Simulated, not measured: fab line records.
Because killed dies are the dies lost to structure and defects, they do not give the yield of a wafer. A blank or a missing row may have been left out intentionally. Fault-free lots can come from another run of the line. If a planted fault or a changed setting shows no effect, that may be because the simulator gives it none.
fab line records ; flow sky130
record lots=12; wafers=36; last-day=50
route steps=708 shown RES_XHIGH@340 SD_N@350 VIA1@461 VIA3@581 PAD_OPEN@708
lots untouched by any fault: they come from a run of this same line in which no faults occurred
start-h: start of the lot's first displayed wafer, in hours after the record's first day ; wait-h: how many hours have passed since the lot's step before this one ; " same as the row above ; L1.1+2: several wafers, shown together as one row ; - no value, or no start was given ; * or withheld: withheld ; < > ~ a bound
route shown NAME@n: names a module that has steps shown in the file, with the first one's number in the route ; usual: mean and standard deviation over wafers with no fault ; same: alike in all rows ; chamber/n: place in a boat ; sites: each site's reading ; _std_site: the standard deviation of these ; _edge_site: the outer-site mean with the inner-site mean subtracted ; radius-mm: how far each site lies from the wafer's centre ; mask NAME#n: copy n ; behind: tool/chamber where the wafer was last shaped ; hold: why the lot was held/for how many hours/how that ended ; device: transistor that didn't switch, given as n, p or np ; end of line: the same wafers' tests at the end of the route ; step lacking rows: just its recipe ; killed: count of dies lost to structure and defects at first sort (not the wafer's yield) ; map: dies across one wafer; x = killed, . = not, _ = none there
set.NAME: the setting that was run; set.NAME@STEP: the one run at that earlier step ; model.NAME: the simulator's own value behind a step, which no gauge read
one table for each step of the route and one row for each wafer, over a sample of lots
services: a tool's chamber out of use, with start hour (start-h, from the record's first day; less than 0 if before it), hours out, and reason
## steps
# step SKY_RES_XHIGH_STRIP_08
# recipe chemistry=O2/N2; power-w=1400; pressure-mtorr=1500; platen-temp-c=withheld; o2-flow-sccm=3000; n2-flow-sccm=300; overash-fraction=0.5
# usual drypump-motor-current-A=5.7/0.47; oes-product-au=0.711/0.0044; strip-time-to-endpoint-s=14.27/0.039
# same overash-fraction=0.5
lot.wafer;tool;chamber;start-h;wait-h;drypump-motor-current-A;oes-product-au;rf-hours-counter-h;strip-time-to-endpoint-s
L638.1;plasma-asher-03;1;608.63;0.1;5.7;0.714;51;14.32
L638.4;plasma-asher-03;0;608.63;0.1;5.8;0.712;-;14.26
L638.6;plasma-asher-03;0;608.63;0.1;5.7;0.709;-;14.26
L639.1;plasma-asher-02;1;614.32;0.1;5.4;0.711;76;14.24
L639.2;plasma-asher-02;0;614.32;0.1;6.1;0.716;76;14.21
L639.6;plasma-asher-02;0;614.32;0.1;6.1;0.710;-;14.19
L640.1;plasma-asher-03;1;632.05;0.1;5.7;0.711;53;14.32
L640.5;plasma-asher-03;0;632.05;0.1;5.8;0.715;-;14.26
L640.6;plasma-asher-03;1;632.05;0.1;5.7;0.711;-;14.29
L641.1;plasma-asher-02;0;638.18;0.1;6.1;0.707;79;14.25
L641.3;plasma-asher-02;0;638.18;0.1;6.1;0.717;-;14.24
L641.6;plasma-asher-02;1;638.18;0.1;5.5;0.713;-;14.28
L642.1;plasma-asher-02;0;648.83;0.1;6.1;0.711;80;14.26
L642.4;plasma-asher-02;1;648.83;0.1;5.5;0.709;-;14.24
L642.6;plasma-asher-02;1;648.83;0.1;5.4;0.709;-;14.26
L643.1;plasma-asher-03;0;654.72;0.1;5.8;0.699;55;14.26
L643.3;plasma-asher-03;1;654.72;0.1;5.7;0.708;-;14.27
L643.5;plasma-asher-03;0;654.72;0.1;5.8;0.714;-;14.30
L645.2;plasma-asher-03;0;669.23;0.1;5.7;0.717;57;14.26
L645.4;plasma-asher-03;0;669.23;0.1;5.7;0.714;-;14.28
L645.6;plasma-asher-03;0;669.23;0.1;5.7;0.716;-;14.27
L646.3;plasma-asher-03;1;681.68;0.1;5.7;0.706;-;14.28
L646.5;plasma-asher-03;0;681.68;0.1;5.8;0.713;-;14.29
L646.6;plasma-asher-03;1;681.68;0.1;5.7;0.711;-;14.29
L647.2;plasma-asher-03;0;688.97;0.1;5.7;0.712;58;14.24
L647.3;plasma-asher-03;0;688.97;0.1;5.7;0.715;-;14.22
L647.5;plasma-asher-03;1;688.97;0.1;5.7;0.699;-;14.25
L654.1;plasma-asher-03;1;738.43;0.1;5.7;0.712;62;14.31
L654.5;plasma-asher-03;1;738.43;0.1;5.7;0.710;-;14.31
L654.6;plasma-asher-03;0;738.43;0.1;5.8;0.717;-;14.33
L659.1;plasma-asher-03;1;780.53;0.1;5.7;0.710;67;14.27
L659.3;plasma-asher-03;0;780.53;0.1;5.8;0.718;-;14.30
L659.6;plasma-asher-03;1;780.53;0.1;5.7;0.709;-;14.30
L660.2;plasma-asher-03;1;782.90;0.1;5.7;0.709;67;14.31
L660.3;plasma-asher-03;1;782.90;0.1;5.7;0.708;-;14.32
L660.5;plasma-asher-03;0;782.90;0.1;5.7;0.711;-;14.27
# step SKY_SD_N_OVL_MEAS_08
# usual SD_N_OVL=-1.8/1.4
lot.wafer;tool;chamber;start-h;wait-h;SD_N_OVL[nm]
L638.1;overlay-02;-;637.89;0.1;-3.2
L638.4;overlay-02;-;637.89;0.1;-2.8
L638.6;overlay-02;-;637.89;0.1;-3.4
L639.1;overlay-02;-;643.79;0.1;-2.1
L639.2;overlay-02;-;643.79;0.1;-1.6
L639.6;overlay-02;-;643.79;0.1;-1.7
L640.1;overlay-02;-;660.75;0.1;-1.4
L640.5;overlay-02;-;660.75;0.1;-2.1
L640.6;overlay-02;-;660.75;0.1;-1.3
L641.1;overlay-02;-;666.68;0.1;-0.3
L641.3;overlay-02;-;666.68;0.1;-0.1
L641.6;overlay-02;-;666.68;0.1;-0.9
L642.1;overlay-02;-;676.98;0.1;-1.0
L642.4;overlay-02;-;676.98;0.1;-0.3
L642.6;overlay-02;-;676.98;0.1;-1.6
L643.1;overlay-02;-;682.94;0.1;-3.6
L643.3;overlay-02;-;682.94;0.1;-1.9
L643.5;overlay-02;-;682.94;0.1;-2.2
L645.2;overlay-02;-;697.09;0.1;-3.4
L645.4;overlay-02;-;697.09;0.1;-5.2
L645.6;overlay-02;-;697.09;0.1;-3.9
L646.3;overlay-02;-;709.05;0.1;0.3
L646.5;overlay-02;-;709.05;0.1;0.6
L646.6;overlay-02;-;709.05;0.1;0.1
L647.2;overlay-02;-;715.24;0.1;-3.0
L647.3;overlay-02;-;715.24;0.1;-4.2
L647.5;overlay-02;-;715.24;0.1;-3.6
L654.1;overlay-02;-;763.89;0.1;-0.5
L654.5;overlay-02;-;763.89;0.1;-0.4
L654.6;overlay-02;-;763.89;0.1;-0.2
L659.1;overlay-01;-;806.59;0.1;0.7
L659.3;overlay-01;-;806.59;0.1;-1.6
L659.6;overlay-01;-;806.59;0.1;-0.9
L660.2;overlay-02;-;809.30;0.1;-0.1
L660.3;overlay-02;-;809.30;0.1;-2.1
L660.5;overlay-02;-;809.30;0.1;-1.4
# step SKY_VIA1_BOW_MEAS_03
# recipe mode=bow
# usual VIA1_BOW=79/6.5
lot.wafer;tool;chamber;start-h;wait-h;VIA1_BOW[um]
L638.1;film-metro-03;-;754.69;0.1;77
L638.4;film-metro-03;-;754.69;0.1;84
L638.6;film-metro-03;-;754.69;0.1;81
L639.1;film-metro-04;-;760.37;0.1;75
L639.2;film-metro-04;-;760.37;0.1;73
L639.6;film-metro-04;-;760.37;0.1;74
L640.1;film-metro-02;-;775.74;0.2;79
L640.5;film-metro-02;-;775.74;0.2;66
L640.6;film-metro-02;-;775.74;0.2;66
L641.1;film-metro-02;-;780.52;0.1;79
L641.3;film-metro-02;-;780.52;0.1;82
L641.6;film-metro-02;-;780.52;0.1;81
L642.1;film-metro-04;-;791.50;0.2;70
L642.4;film-metro-04;-;791.50;0.2;87
L642.6;film-metro-04;-;791.50;0.2;66
L643.1;film-metro-03;-;795.66;0.2;85
L643.3;film-metro-03;-;795.66;0.2;84
L643.5;film-metro-03;-;795.66;0.2;78
L645.2;film-metro-02;-;809.27;0.2;80
L645.4;film-metro-02;-;809.27;0.2;69
L645.6;film-metro-02;-;809.27;0.2;66
L646.3;film-metro-03;-;822.07;0.1;75
L646.5;film-metro-03;-;822.07;0.1;85
L646.6;film-metro-03;-;822.07;0.1;71
L647.2;film-metro-04;-;828.88;0.2;75
L647.3;film-metro-04;-;828.88;0.2;86
L647.5;film-metro-04;-;828.88;0.2;87
L654.1;film-metro-04;-;876.22;0.2;78
L654.5;film-metro-04;-;876.22;0.2;75
L654.6;film-metro-04;-;876.22;0.2;78
L659.1;film-metro-04;-;919.72;0.1;89
L659.3;film-metro-04;-;919.72;0.1;73
L659.6;film-metro-04;-;919.72;0.1;86
L660.2;film-metro-02;-;924.14;0.1;69
L660.3;film-metro-02;-;924.14;0.1;70
L660.5;film-metro-02;-;924.14;0.1;70
# step SKY_VIA3_SOFTBAKE_08
# recipe temp-c=100; time-s=90; resist=KrF-thick
# usual heater-power-total-W=57.36/0.11; run-length-s=119.14/0.12
lot.wafer;tool;chamber;start-h;wait-h;heater-power-total-W;run-length-s
L638.1;litho-track-04;0;907;-;57.19;119.26
L638.4;litho-track-04;0;908;-;57.34;119.05
L638.6;litho-track-04;0;908;-;57.46;119.15
L639.1;litho-track-04;0;913;-;57.60;119.29
L639.2;litho-track-04;0;913;-;57.42;119.22
L639.6;litho-track-04;0;913;-;57.28;119.19
L640.1;litho-track-03;0;928;-;57.35;119.12
L640.5;litho-track-03;0;928;-;57.23;119.45
L640.6;litho-track-03;0;928;-;57.16;119.24
L641.1;litho-track-04;0;933;-;57.24;119.30
L641.3;litho-track-04;0;933;-;57.40;119.05
L641.6;litho-track-04;0;933;-;57.20;119.20
L642.1;litho-track-03;0;944;-;57.39;119.20
L642.4;litho-track-03;0;944;-;57.31;119.12
L642.6;litho-track-03;0;944;-;57.34;119.14
L643.1;litho-track-03;0;948;-;57.24;119.14
L643.3;litho-track-03;0;948;-;57.48;119.13
L643.5;litho-track-03;0;948;-;57.41;119.15
L645.2;litho-track-01;0;961;-;57.23;119.04
L645.4;litho-track-01;0;961;-;57.56;118.99
L645.6;litho-track-01;0;961;-;57.48;118.96
L646.3;litho-track-01;0;974;-;57.13;119.02
L646.5;litho-track-01;0;974;-;57.43;119.00
L646.6;litho-track-01;0;974;-;57.45;119.09
L647.2;litho-track-04;0;981;-;57.27;119.17
L647.3;litho-track-04;0;981;-;57.23;119.16
L647.5;litho-track-04;0;981;-;57.40;119.26
L654.1;litho-track-01;0;1023;-;57.46;119.15
L654.5;litho-track-01;0;1023;-;61.21;102.82
L654.6;litho-track-01;0;1023;-;57.39;119.04
L659.1;litho-track-03;0;1057;-;57.47;119.08
L659.3;litho-track-03;0;1057;-;57.47;119.32
L659.6;litho-track-03;0;1057;-;57.19;119.25
L660.2;litho-track-03;0;1061;-;57.45;119.12
L660.3;litho-track-03;0;1061;-;57.40;119.26
L660.5;litho-track-03;0;1062;-;57.26;119.12
# step SKY_PAD_OPEN_PROBE_99
# usual defect-limited-yield=82.5/1.9; killed_at_M0_to_M3=42/7.4; killed_at_M4_up=3.4/1.8; killed-at-contacts=25/5.4; killed-at-front-end=15/4.4; killed-at-other=0.2/0.52; killed-dies=86/9.3; killed-on-rim=17/3.9; killed-open=47/7.6; killed-short=39/6.5; sort_bin_3_pad_short=0.9/0.46; sort_bin_5_function=10.3/1.5; sort_bin_6_memory=6.3/1.2; sort-n-pass=406/9.3; sort-yield-pct=82.5/1.9
# same gross-dies=492; killed-at-back-side=0; sort_bin_4_leakage[%]=0; sort_bin_8_speed[%]=0
lot.wafer;tool;chamber;start-h;wait-h;defect-limited-yield[%];killed_at_M0_to_M3;killed_at_M4_up;killed-at-contacts;killed-at-front-end;killed-at-other;killed-dies;killed-on-rim;killed-open;killed-short;sort_bin_3_pad_short[%];sort_bin_5_function[%];sort_bin_6_memory[%];sort-n-pass;sort-yield-pct[%]
L638.1;prober-01;-;1072.98;0.1;83.1;41;4;21;17;0;83;13;50;33;0.4;9.1;7.3;409;83.1
L638.4;prober-01;-;1073.13;0.2;80.3;53;2;23;19;0;97;20;57;40;1.4;12.8;5.5;395;80.3
L638.6;prober-01;-;1073.23;0.2;83.1;41;3;19;19;1;83;12;44;39;0.6;8.9;7.3;409;83.1
L639.1;prober-02;-;1076.16;0.1;83.9;43;2;20;14;0;79;14;49;30;0.4;10.4;5.3;413;83.9
L639.2;prober-02;-;1076.21;0.1;83.1;48;3;25;7;0;83;20;47;36;0.6;8.3;7.9;409;83.1
L639.6;prober-02;-;1076.41;0.2;82.7;38;6;28;12;1;85;19;44;41;0.4;9.8;7.1;407;82.7
L640.1;prober-01;-;1087.99;0.1;82.3;41;6;25;14;1;87;20;43;44;1.0;8.9;7.7;405;82.3
L640.5;prober-01;-;1088.19;0.2;84.8;48;4;15;8;0;75;16;37;38;0.6;10.0;4.7;417;84.8
L640.6;prober-01;-;1088.24;0.2;84.8;33;6;23;13;0;75;15;44;31;0.6;8.5;6.1;417;84.8
L641.1;prober-02;-;1090.45;0.1;84.8;37;3;17;18;0;75;15;33;42;1.0;8.7;5.5;417;84.8
L641.3;prober-02;-;1090.55;0.2;82.9;36;2;25;21;0;84;19;51;33;0.4;8.7;7.9;408;82.9
L641.6;prober-02;-;1090.70;0.2;81.5;40;7;30;13;1;91;18;54;37;0.8;10.8;6.9;401;81.5
L642.1;prober-01;-;1099.96;0.1;83.1;41;2;25;15;0;83;18;50;33;0.6;11.4;4.9;409;83.1
L642.4;prober-01;-;1100.11;0.2;81.9;53;5;15;16;0;89;15;42;47;0.8;10.6;6.7;403;81.9
L642.6;prober-01;-;1100.21;0.2;81.7;38;7;31;14;0;90;24;56;34;0.4;11.4;6.5;402;81.7
L643.1;prober-02;-;1101.80;0.1;82.9;40;1;26;17;0;84;17;47;37;1.0;10.0;6.1;408;82.9
L643.3;prober-02;-;1101.90;0.2;81.9;40;1;28;20;0;89;14;50;39;0.6;10.6;6.9;403;81.9
L643.5;prober-02;-;1102.00;0.2;83.5;39;3;26;13;0;81;16;44;37;0.8;9.1;6.5;411;83.5
L645.2;prober-02;-;1113.67;0.1;83.7;43;4;30;3;0;80;13;51;29;1.0;8.5;6.7;412;83.7
L645.4;prober-02;-;1113.77;0.2;81.9;42;3;27;17;0;89;20;44;45;0.8;11.8;5.5;403;81.9
L645.6;prober-02;-;1113.87;0.2;81.5;45;5;26;15;0;91;18;47;44;2.4;9.1;6.9;401;81.5
L646.3;prober-01;-;1123.87;0.2;83.3;43;4;18;17;0;82;15;50;32;0.2;10.6;5.9;410;83.3
L646.5;prober-01;-;1123.97;0.2;84.1;48;2;13;14;1;78;15;42;36;0.4;9.1;6.3;414;84.1
L646.6;prober-01;-;1124.02;0.2;80.9;57;1;29;6;1;94;16;38;56;0.4;11.6;7.1;398;80.9
L647.2;prober-02;-;1128.70;0.1;83.7;45;3;19;12;1;80;10;41;39;1.2;9.1;5.9;412;83.7
L647.3;prober-02;-;1128.75;0.2;83.1;42;3;24;14;0;83;16;39;44;1.0;9.6;6.3;409;83.1
L647.5;prober-02;-;1128.85;0.2;84.1;36;5;20;17;0;78;17;34;44;0.8;9.8;5.3;414;84.1
L654.1;prober-02;-;1160.84;0.1;83.1;41;3;26;13;0;83;18;53;30;1.0;8.3;7.5;409;83.1
L654.5;prober-02;-;1161.04;0.2;79.5;55;3;25;18;0;101;18;59;42;1.2;13.0;6.3;391;79.5
L654.6;prober-02;-;1161.09;0.2;84.8;37;7;22;8;1;75;19;37;38;0.8;10.0;4.5;417;84.8
L659.1;prober-01;-;1188.15;0.1;83.5;33;4;25;19;0;81;16;36;45;0.2;10.8;5.5;411;83.5
L659.3;prober-01;-;1188.25;0.2;81.9;46;0;27;16;0;89;21;47;42;0.8;9.8;7.5;403;81.9
L659.6;prober-01;-;1188.40;0.2;80.7;45;0;34;16;0;95;30;46;49;1.4;11.8;6.1;397;80.7
L660.2;prober-02;-;1191.60;0.1;81.1;52;2;20;19;0;93;22;52;41;1.2;11.0;6.7;399;81.1
L660.3;prober-02;-;1191.65;0.2;83.9;44;3;18;14;0;79;12;45;34;1.6;10.0;4.5;413;83.9
L660.5;prober-02;-;1191.75;0.2;81.5;43;1;27;19;1;91;18;46;45;0.2;10.4;7.9;401;81.5
# killed by level:class
L638.1 VIA1:geometric-particle:open=14 VIA3:geometric-particle:open=11 CONTACT:geometric-particle:open=9 POLY_GATE:geometric-particle:short=6 FIELD_ISO:geometric-particle:open=4 LI_CONTACT:geometric-particle:short=4 METAL2:geometric-particle:short=4 FIELD_ISO:geometric-particle:short=3
L638.4 VIA1:geometric-particle:open=18 CONTACT:geometric-particle:open=10 FIELD_ISO:geometric-particle:open=9 LOCAL_INTERCONNECT:geometric-particle:short=6 VIA3:geometric-particle:open=6 METAL1:geometric-particle:short=5 VIA2:geometric-particle:open=5 FIELD_ISO:geometric-particle:short=4
L638.6 VIA1:geometric-particle:open=10 FIELD_ISO:geometric-particle:open=7 VIA1:geometric-particle:short=7 LI_CONTACT:geometric-particle:open=6 VIA2:geometric-particle:open=6 FIELD_ISO:geometric-particle:short=5 CONTACT:geometric-particle:open=5 VIA3:geometric-particle:open=4
L639.1 VIA1:geometric-particle:open=13 VIA2:geometric-particle:open=7 CONTACT:geometric-particle:open=7 FIELD_ISO:geometric-particle:open=6 METAL2:geometric-particle:short=6 LI_CONTACT:geometric-particle:open=5 CONTACT:geometric-particle:short=4 VIA1:geometric-particle:short=4
L639.2 CONTACT:geometric-particle:open=11 VIA1:geometric-particle:open=9 LI_CONTACT:geometric-particle:open=8 METAL1:geometric-particle:short=8 VIA3:geometric-particle:open=7 METAL2:geometric-particle:short=6 VIA2:geometric-particle:open=6 FIELD_ISO:geometric-particle:open=5
L639.6 CONTACT:geometric-particle:open=14 METAL2:geometric-particle:short=10 VIA1:geometric-particle:open=7 CONTACT:geometric-particle:short=6 VIA3:geometric-particle:open=6 POLY_GATE:geometric-particle:open=5 POLY_GATE:geometric-particle:short=4 VIA1:geometric-particle:short=4
L640.1 CONTACT:geometric-particle:open=10 VIA1:geometric-particle:open=8 VIA2:geometric-particle:open=8 METAL2:geometric-particle:short=6 LI_CONTACT:geometric-particle:open=6 METAL1:geometric-particle:short=6 POLY_GATE:geometric-particle:short=5 VIA1:geometric-particle:short=5
L640.5 VIA1:geometric-particle:open=12 METAL1:geometric-particle:short=10 VIA1:geometric-particle:short=5 VIA2:geometric-particle:open=5 LI_CONTACT:geometric-particle:open=4 CONTACT:geometric-particle:short=4 CONTACT:geometric-particle:open=4 POLY_GATE:geometric-particle:open=3
L640.6 VIA1:geometric-particle:open=9 VIA3:geometric-particle:open=6 LI_CONTACT:geometric-particle:open=6 CONTACT:geometric-particle:open=6 CONTACT:geometric-particle:short=5 VIA2:geometric-particle:open=5 METAL1:geometric-particle:short=4 METAL4:geometric-particle:short=4
L641.1 METAL2:geometric-particle:short=8 VIA1:geometric-particle:open=7 POLY_GATE:geometric-particle:open=6 CONTACT:geometric-particle:short=6 VIA2:geometric-particle:open=5 LOCAL_INTERCONNECT:geometric-particle:short=4 VIA2:geometric-particle:short=4 SPACER:geometric-particle:open=3
L641.3 CONTACT:geometric-particle:open=10 VIA2:geometric-particle:open=8 FIELD_ISO:geometric-particle:open=6 POLY_GATE:geometric-particle:short=6 LOCAL_INTERCONNECT:geometric-particle:short=6 VIA1:geometric-particle:open=6 VIA3:geometric-particle:open=6 LOCAL_INTERCONNECT:geometric-particle:open=5
L641.6 CONTACT:geometric-particle:open=16 VIA1:geometric-particle:open=12 VIA3:geometric-particle:open=8 METAL1:geometric-particle:short=6 METAL4:geometric-particle:short=6 LI_CONTACT:geometric-particle:short=4 FIELD_ISO:geometric-particle:short=4 FIELD_ISO:geometric-particle:open=4
L642.1 CONTACT:geometric-particle:open=11 VIA1:geometric-particle:open=10 VIA1:geometric-particle:short=7 VIA3:geometric-particle:open=6 VIA2:geometric-particle:open=6 METAL2:geometric-particle:short=6 FIELD_ISO:geometric-particle:short=5 FIELD_ISO:geometric-particle:open=5
L642.4 VIA1:geometric-particle:open=9 VIA1:geometric-particle:short=9 METAL1:geometric-particle:short=7 VIA3:geometric-particle:open=7 METAL2:geometric-particle:short=6 VIA2:geometric-particle:open=6 FIELD_ISO:geometric-particle:short=5 POLY_GATE:geometric-particle:short=5
L642.6 CONTACT:geometric-particle:open=17 VIA1:geometric-particle:open=11 METAL4:geometric-particle:short=6 LI_CONTACT:geometric-particle:open=5 VIA3:geometric-particle:open=5 METAL2:geometric-particle:short=5 METAL1:geometric-particle:short=4 VIA1:geometric-particle:short=4
L643.1 CONTACT:geometric-particle:open=15 METAL1:geometric-particle:short=7 METAL2:geometric-particle:short=7 VIA1:geometric-particle:open=6 LI_CONTACT:geometric-particle:open=5 FIELD_ISO:geometric-particle:short=4 VIA3:geometric-particle:open=4 VIA3:geometric-particle:short=4
L643.3 LI_CONTACT:geometric-particle:open=12 VIA1:geometric-particle:open=11 CONTACT:geometric-particle:open=8 METAL2:geometric-particle:short=8 POLY_GATE:geometric-particle:short=6 VIA2:geometric-particle:open=6 FIELD_ISO:geometric-particle:short=5 VIA3:geometric-particle:open=5
L643.5 LI_CONTACT:geometric-particle:open=9 CONTACT:geometric-particle:open=7 VIA1:geometric-particle:open=7 LOCAL_INTERCONNECT:geometric-particle:short=6 METAL1:geometric-particle:short=6 VIA2:geometric-particle:open=6 VIA3:geometric-particle:open=5 FIELD_ISO:geometric-particle:short=4
L645.2 LI_CONTACT:geometric-particle:open=11 VIA1:geometric-particle:open=11 CONTACT:geometric-particle:open=9 CONTACT:geometric-particle:short=7 VIA3:geometric-particle:open=7 METAL2:geometric-particle:short=6 VIA2:geometric-particle:open=6 VIA1:geometric-particle:short=4
L645.4 CONTACT:geometric-particle:short=9 VIA1:geometric-particle:open=9 VIA3:geometric-particle:open=8 CONTACT:geometric-particle:open=7 VIA1:geometric-particle:short=7 POLY_GATE:geometric-particle:open=5 LI_CONTACT:geometric-particle:open=5 METAL2:geometric-particle:short=5
L645.6 VIA2:geometric-particle:open=10 VIA1:geometric-particle:open=8 CONTACT:geometric-particle:open=7 LI_CONTACT:geometric-particle:open=6 METAL2:geometric-particle:short=6 LOCAL_INTERCONNECT:geometric-particle:short=5 CONTACT:geometric-particle:short=5 POLY_GATE:geometric-particle:short=4
L646.3 VIA1:geometric-particle:open=11 VIA3:geometric-particle:open=11 POLY_GATE:geometric-particle:open=5 LOCAL_INTERCONNECT:geometric-particle:short=5 METAL1:geometric-particle:short=5 VIA2:geometric-particle:open=5 FIELD_ISO:geometric-particle:open=4 LI_CONTACT:geometric-particle:open=4
L646.5 METAL2:geometric-particle:short=9 VIA1:geometric-particle:open=7 VIA2:geometric-particle:open=7 POLY_GATE:geometric-particle:open=6 CONTACT:geometric-particle:open=5 VIA3:geometric-particle:open=5 LI_CONTACT:geometric-particle:open=4 METAL3:geometric-particle:short=4
L646.6 METAL1:geometric-particle:short=11 CONTACT:geometric-particle:open=11 VIA3:geometric-particle:open=8 METAL2:geometric-particle:short=8 LOCAL_INTERCONNECT:geometric-particle:short=6 VIA2:geometric-particle:open=6 CONTACT:geometric-particle:short=5 VIA1:geometric-particle:short=5
L647.2 VIA1:geometric-particle:open=15 VIA1:geometric-particle:short=7 CONTACT:geometric-particle:short=7 VIA2:geometric-particle:open=7 FIELD_ISO:geometric-particle:short=5 LI_CONTACT:geometric-particle:open=5 METAL2:geometric-particle:short=5 LOCAL_INTERCONNECT:geometric-particle:short=4
L647.3 CONTACT:geometric-particle:open=10 METAL1:geometric-particle:short=9 METAL2:geometric-particle:short=9 VIA1:geometric-particle:open=7 VIA2:geometric-particle:open=7 FIELD_ISO:geometric-particle:short=5 FIELD_ISO:geometric-particle:open=4 LI_CONTACT:geometric-particle:short=4
L647.5 VIA1:geometric-particle:open=8 VIA1:geometric-particle:short=7 CONTACT:geometric-particle:short=6 METAL2:geometric-particle:short=6 POLY_GATE:geometric-particle:short=5 CONTACT:geometric-particle:open=5 LOCAL_INTERCONNECT:geometric-particle:short=4 VIA2:geometric-particle:open=4
L654.1 VIA2:geometric-particle:open=10 LI_CONTACT:geometric-particle:open=8 CONTACT:geometric-particle:open=7 VIA1:geometric-particle:open=7 POLY_GATE:geometric-particle:open=6 VIA3:geometric-particle:open=6 POLY_GATE:geometric-particle:short=4 METAL1:geometric-particle:short=4
L654.5 VIA1:geometric-particle:open=13 VIA2:geometric-particle:open=13 CONTACT:geometric-particle:open=8 FIELD_ISO:geometric-particle:open=7 CONTACT:geometric-particle:short=6 METAL1:geometric-particle:short=6 POLY_GATE:geometric-particle:open=5 LI_CONTACT:geometric-particle:short=5
L654.6 VIA1:geometric-particle:open=12 LOCAL_INTERCONNECT:geometric-particle:short=6 FIELD_ISO:geometric-particle:short=5 VIA3:geometric-particle:open=5 CONTACT:geometric-particle:open=5 METAL4:geometric-particle:short=5 METAL1:geometric-particle:short=5 LI_CONTACT:geometric-particle:open=4
L659.1 CONTACT:geometric-particle:short=7 FIELD_ISO:geometric-particle:short=6 LI_CONTACT:geometric-particle:open=6 CONTACT:geometric-particle:open=6 VIA3:geometric-particle:open=6 METAL1:geometric-particle:short=6 METAL2:geometric-particle:short=5 VIA2:geometric-particle:short=4
L659.3 CONTACT:geometric-particle:open=12 VIA1:geometric-particle:open=8 VIA2:geometric-particle:open=7 METAL3:geometric-particle:short=6 POLY_GATE:geometric-particle:short=5 METAL1:geometric-particle:short=5 VIA1:geometric-particle:short=5 VIA3:geometric-particle:open=5
L659.6 CONTACT:geometric-particle:open=12 LI_CONTACT:geometric-particle:open=10 VIA1:geometric-particle:open=9 VIA1:geometric-particle:short=9 LOCAL_INTERCONNECT:geometric-particle:short=6 METAL1:geometric-particle:short=6 METAL2:geometric-particle:short=6 FIELD_ISO:geometric-particle:open=5
L660.2 VIA1:geometric-particle:open=11 POLY_GATE:geometric-particle:open=7 LI_CONTACT:geometric-particle:open=7 METAL2:geometric-particle:short=7 VIA2:geometric-particle:open=7 CONTACT:geometric-particle:open=6 VIA1:geometric-particle:short=6 POLY_GATE:geometric-particle:short=5
L660.3 LI_CONTACT:geometric-particle:open=9 VIA2:geometric-particle:open=8 VIA1:geometric-particle:open=8 FIELD_ISO:geometric-particle:short=6 METAL2:geometric-particle:short=6 VIA1:geometric-particle:short=5 VIA3:geometric-particle:open=5 POLY_GATE:geometric-particle:open=4
L660.5 VIA3:geometric-particle:open=14 LI_CONTACT:geometric-particle:open=8 VIA1:geometric-particle:open=8 POLY_GATE:geometric-particle:short=7 CONTACT:geometric-particle:open=7 LI_CONTACT:geometric-particle:short=5 CONTACT:geometric-particle:short=5 VIA1:geometric-particle:short=5
## services
tool;chamber;start-h;hours;kind
plasma-asher-03;-;670.43;5.3;repair
plasma-asher-02;-;674.19;8.3;repair
plasma-asher-02;-;684.45;14.6;pm
plasma-asher-03;-;718.20;19.1;repair
plasma-asher-02;-;748.52;5.9;repair
plasma-asher-03;-;808.62;3.0;repair
plasma-asher-03;-;941.30;4.3;pm
plasma-asher-03;-;985.70;5.7;repair
plasma-asher-02;-;994.06;1.3;repair
plasma-asher-02;-;1055.25;9.0;pm
plasma-asher-02;0;1055.25;9.0;vent-cycle
plasma-asher-02;1;1055.25;9.0;vent-cycle
## key
first-sign step=SKY_VIA3_SOFTBAKE_08; reading=run-length-s; direction=down; sigmas=99+; usual=*; struck=*
effect step=SKY_VIA3_SOFTBAKE_08; reading=heater-power-total-W; direction=up; sigmas=34; usual=*; struck=*
met-at SKY_VIA3_SOFTBAKE_08
struck-lots L654
struck-wafers L654.5
not-acting-at SKY_RES_XHIGH_STRIP_08,SKY_SD_N_OVL_MEAS_08,SKY_VIA1_BOW_MEAS_03
onset-between 974 1023
fault kind=process-parameter-drift; tool=litho-track-01; chamber=-; onset-h=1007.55; steps=SKY_VIA3_SOFTBAKE_08; channel=time-s; offset=*; shape=step; end-h=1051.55; scope=struck-wafers-only; acts-in=*; stated=*
